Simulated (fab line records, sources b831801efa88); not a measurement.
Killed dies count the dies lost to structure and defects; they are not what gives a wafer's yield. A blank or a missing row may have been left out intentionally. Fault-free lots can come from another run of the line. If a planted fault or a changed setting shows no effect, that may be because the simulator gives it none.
Which tool was responsible? || flow sky130 || 11 lots with 33 wafers sampled at 4 steps, on a route of 708 steps

## WHAT EACH GAUGE READ, for each wafer
SKY_LDD_N_TW_MEAS_17.
{"lot": "L913", "measured": "day 18 06:18", "on": "film_metro-04", "LDD_N_TW": "2566 2552 2556"}
{"lot": "L917", "measured": "day 19 09:49", "on": "film_metro-02", "LDD_N_TW": "2585 2590 2588"}
{"lot": "L918", "measured": "day 20 04:07", "on": "film_metro-02", "LDD_N_TW": "2586 2586 2577"}
{"lot": "L919", "measured": "day 20 13:43", "on": "film_metro-03", "LDD_N_TW": "2574 2575 2571"}
{"lot": "L920", "measured": "day 20 11:52", "on": "film_metro-04", "LDD_N_TW": "2604 2604 2580"}
{"lot": "L926", "measured": "day 22 19:27", "on": "film_metro-03", "LDD_N_TW": "2576 2560 2561"}
{"lot": "L927", "measured": "day 23 09:36", "on": "film_metro-03", "LDD_N_TW": "2463 2469 2470"}
{"lot": "L928", "measured": "day 23 11:03", "on": "film_metro-03", "LDD_N_TW": "2591 2594 2588"}
{"lot": "L929", "measured": "day 23 18:22", "on": "film_metro-04", "LDD_N_TW": "2452 2442 2439"}
{"lot": "L930", "measured": "day 23 19:41", "on": "film_metro-04", "LDD_N_TW": "2453 2446 2452"}
{"lot": "L931", "measured": "day 24 02:37", "on": "film_metro-04", "LDD_N_TW": "2571 2560 2573"}

## WHAT TOOL EACH LOT RAN ON (gives the tool, then ch and the chambers of the sampled wafers, and finally the start)
{"lot": "L913", "SKY_PWDE_STRIP_09": "plasma_asher-03 ch 0,1, day 4 04:12", "SKY_LDD_N_IMPLANT_09": "implanter-04 ch 0, day 18 05:09", "SKY_LDD_N_STRIP_16": "plasma_asher-03 ch 0,1, day 18 06:12"}
{"lot": "L917", "SKY_PWDE_STRIP_09": "plasma_asher-01 ch 1, day 4 19:30", "SKY_LDD_N_IMPLANT_09": "implanter-03 ch 0, day 19 08:41", "SKY_LDD_N_STRIP_16": "plasma_asher-04 ch 0,1, day 19 09:42"}
{"lot": "L918", "SKY_PWDE_STRIP_09": "plasma_asher-01 ch 0,1, day 5 05:06", "SKY_LDD_N_IMPLANT_09": "implanter-01 ch 0, day 20 02:58", "SKY_LDD_N_STRIP_16": "plasma_asher-02 ch 0,1, day 20 04:00"}
{"lot": "L919", "SKY_PWDE_STRIP_09": "plasma_asher-01 ch 0,1, day 5 14:02", "SKY_LDD_N_IMPLANT_09": "implanter-03 ch 0, day 20 12:36", "SKY_LDD_N_STRIP_16": "plasma_asher-04 ch 0,1, day 20 13:38"}
{"lot": "L920", "SKY_PWDE_STRIP_09": "plasma_asher-01 ch 0,1, day 5 14:06", "SKY_LDD_N_IMPLANT_09": "implanter-04 ch 0, day 20 10:43", "SKY_LDD_N_STRIP_16": "plasma_asher-03 ch 0,1, day 20 11:45"}
{"lot": "L926", "SKY_PWDE_STRIP_09": "plasma_asher-04 ch 0,1, day 7 04:21", "SKY_LDD_N_IMPLANT_09": "implanter-03 ch 0, day 22 18:18", "SKY_LDD_N_STRIP_16": "plasma_asher-03 ch 0,1, day 22 19:21"}
{"lot": "L927", "SKY_PWDE_STRIP_09": "plasma_asher-04 ch 0, day 7 10:46", "SKY_LDD_N_IMPLANT_09": "implanter-04 ch 0, day 23 08:27", "SKY_LDD_N_STRIP_16": "plasma_asher-02 ch 0,1, day 23 09:30"}
{"lot": "L928", "SKY_PWDE_STRIP_09": "plasma_asher-03 ch 0, day 7 11:51", "SKY_LDD_N_IMPLANT_09": "implanter-01 ch 0, day 23 09:54", "SKY_LDD_N_STRIP_16": "plasma_asher-04 ch 0, day 23 10:57"}
{"lot": "L929", "SKY_PWDE_STRIP_09": "plasma_asher-01 ch 0,1, day 7 14:20", "SKY_LDD_N_IMPLANT_09": "implanter-04 ch 0, day 23 17:15", "SKY_LDD_N_STRIP_16": "plasma_asher-02 ch 0,1, day 23 18:17"}
{"lot": "L930", "SKY_PWDE_STRIP_09": "plasma_asher-03 ch 0,1, day 7 18:29", "SKY_LDD_N_IMPLANT_09": "implanter-04 ch 0, day 23 18:35", "SKY_LDD_N_STRIP_16": "plasma_asher-02 ch 0,1, day 23 19:35"}
{"lot": "L931", "SKY_PWDE_STRIP_09": "plasma_asher-03 ch 0,1, day 8 00:41", "SKY_LDD_N_IMPLANT_09": "implanter-01 ch 0, day 24 01:30", "SKY_LDD_N_STRIP_16": "plasma_asher-03 ch 0,1, day 24 02:32"}
- SKY_PWDE_STRIP_09: strips in O2/N2.
- SKY_LDD_N_IMPLANT_09
- SKY_LDD_N_STRIP_16: strips in O2/N2.

## THE ANSWER, worked out from the rows above alone
Rule: the lots themselves supply what counts as usual. Put in order of their means at a reading, lots are off if they are a third of the lots or fewer, leave a main group of 4 or more, and stand apart from it by a gap of 3 or more times the standard deviation of the main group's means; of several such gaps the widest counts. A main group is skipped when, at the precision printed for the reading in the tables above, its means are all equal. A lot without any number at a reading at which 4 lots or more have one is off too. All remaining lots with rows at the step are treated as sound.
Off: L927, L929, L930, at SKY_LDD_N_TW_MEAS_17 (LDD_N_TW). The main group: mean 2578, standard deviation 13.
A tool fits if, at a process step before that reading, it ran every lot that is off, and no sound lot after the first of them. Gauges at SKY_LDD_N_TW_MEAS_17: tried the same way as those tools. 2 tools fit, implanter-04 at SKY_LDD_N_IMPLANT_09 and plasma_asher-02 at SKY_LDD_N_STRIP_16, so this cannot tell which one it is.

## WHAT WAS PUT IN BY THE SIMULATOR
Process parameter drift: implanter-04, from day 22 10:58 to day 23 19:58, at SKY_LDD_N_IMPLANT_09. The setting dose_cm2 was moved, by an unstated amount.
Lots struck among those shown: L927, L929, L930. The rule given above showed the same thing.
